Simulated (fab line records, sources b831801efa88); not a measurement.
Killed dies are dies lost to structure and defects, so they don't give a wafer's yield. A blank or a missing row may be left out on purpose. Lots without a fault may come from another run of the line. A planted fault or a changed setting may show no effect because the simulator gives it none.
One fault seen from 2 desks | flow sky130 | each desk has only its own numbers; what lay behind them comes last

THE TOOL OWNER'S DESK: pvd_sputter-02
The tool's own readings at SKY_METAL3_SPUTTER_04 (material TiN, target thk 70 nm, time 58.3 s): means of the sampled wafers that have a number, for each lot that ran on this tool. A lot is out of limits, marked OUT, if its mean lies more than 4 standard deviations from the usual mean; the brackets give that distance.
Columns: A = throttle_valve_pct at SKY_METAL3_SPUTTER_04, usual 30.3 %
lot  | first seen here | A
L856 | day 38 11:34    | 30.6
L866 | day 42 20:37    | 30.5
L867 | day 42 21:16    | 30.7
This desk's finding: nothing out of limits on any of the 3 lots.

THE METROLOGY DESK
What the gauges read, lot by lot, whatever tool the lot ran on: means of the sampled wafers that have a number. A lot is out of limits, marked OUT, if its mean lies more than 4 standard deviations from the usual mean; the brackets give that distance.
Columns: A = VIA2_W_RS at SKY_VIA2_RS_MEAS_22, usual 0.272 ohm/sq; B = VIA2_W_THK at SKY_VIA2_THK_MEAS_23, usual 435 nm
lot  | first seen here | A     | B
L853 | day 37 12:03    | 0.272 | 435
L856 | day 38 10:59    | 0.273 | 437
L866 | day 42 20:02    | 0.271 | 434
L867 | day 42 20:41    | 0.274 | 433
L868 | day 42 21:03    | 0.267 | 445
L869 | day 42 22:36    | 0.271 | 439
This desk's finding: nothing out of limits on any of the 6 lots.

PUT TOGETHER
The tool owner's desk saw nothing out of limits.
The metrology desk saw nothing out of limits.

WHAT THE SIMULATOR HAD PUT IN
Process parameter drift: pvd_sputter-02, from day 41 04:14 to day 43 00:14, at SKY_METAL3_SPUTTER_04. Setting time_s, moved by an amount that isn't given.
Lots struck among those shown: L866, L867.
